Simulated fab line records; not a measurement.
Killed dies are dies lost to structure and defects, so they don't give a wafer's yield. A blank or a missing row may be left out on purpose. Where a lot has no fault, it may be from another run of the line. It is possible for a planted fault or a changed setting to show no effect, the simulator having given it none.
One fault through the eyes of 2 desks    flow gf180mcu    only its own numbers are on each desk; what lay behind them is given at the end

## THE TOOL OWNER'S DESK: implanter-04
For each lot that ran on this tool, the mean over its sampled wafers that have a number, from the tool's own readings at GF_HV_LDD_IMPLANT_36. If a lot's mean is further than 4 standard deviations from the usual mean, the lot is out of limits and carries the mark OUT (the distance appears in the brackets).
Columns: A = dose-ions-cm2 at GF_HV_LDD_IMPLANT_36, usual 7.501e+12; B = faraday-current-uA at GF_HV_LDD_IMPLANT_36, usual 42.3
lot   first seen here  A                            B
L794  day 12 12:13     7.495e+12                    42.7
L802  day 15 03:59     3.238e+12 (-99 or more) OUT  18.4 (-28) OUT
L804  day 15 19:13     3.255e+12 (-99 or more) OUT  18.5 (-28) OUT
Finding of this desk: L802, L804 out of limits; the first was L802 at day 15 03:59, on dose-ions-cm2 at GF_HV_LDD_IMPLANT_36. Within limits: L794.

## METROLOGY DESK
What the gauges read for every lot (on any tool): the sampled wafers with a number, averaged. If a lot's mean is further than 4 standard deviations from the usual mean, the lot is out of limits and carries the mark OUT (the distance appears in the brackets).
Columns: A = HV_LDD_3_TW at GF_HV_LDD_TW_MEAS_38, usual 1448; B = HV_LDD_RS at GF_HV_LDD_RS_MEAS_53, usual 418.6 ohm/sq; C = cd-nm at GF_CONTACT_CD_MEAS_14, usual 220.1 nm
lot   first seen here  A                B                C
L791  day 11 10:28     1440             418.4            221.5
L792  day 11 16:45     1444             419.7            220.0
L793  day 12 04:43     1446             419.0            219.6
L794  day 12 12:28     1451             417.4            218.3
L795  day 12 18:49     1447             417.5            221.4
L802  day 15 04:11     1368 (-10) OUT   431.6 (+13) OUT  221.0
L804  day 15 19:28     1392 (-7.2) OUT  430.7 (+12) OUT  219.8
L807  day 17 01:33     1455             418.1            222.2
L810  day 17 23:48     1454             418.0            219.1
L812  day 18 19:28     1448             418.1            220.8
L813  day 18 22:04     1450             418.5            219.4
L814  day 19 01:39     1451             416.9            220.0
This desk's finding: out of limits on L802, L804; first on L802, day 15 04:11 (HV_LDD_3_TW at GF_HV_LDD_TW_MEAS_38). Within limits: L791, L792, L793, L794, L795, L807, L810, L812, L813, L814.

## TAKEN TOGETHER
At day 15 03:59, on L802, L804, the tool owner's desk was in a position to raise an alarm.
At day 15 04:11 the metrology desk could have sounded an alarm, on L802, L804.
Every lot named ran GF_HV_LDD_IMPLANT_36 on implanter-04.

## WHAT THE SIMULATOR HAD PUT IN
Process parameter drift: implanter-04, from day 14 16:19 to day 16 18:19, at GF_HV_LDD_IMPLANT_36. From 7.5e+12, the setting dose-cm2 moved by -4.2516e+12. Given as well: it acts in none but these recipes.
Struck lots among those shown: L802, L804.
Hours from the fault's start to each desk's first reading out of limits: the tool owner's desk, 12; the metrology desk, 12.
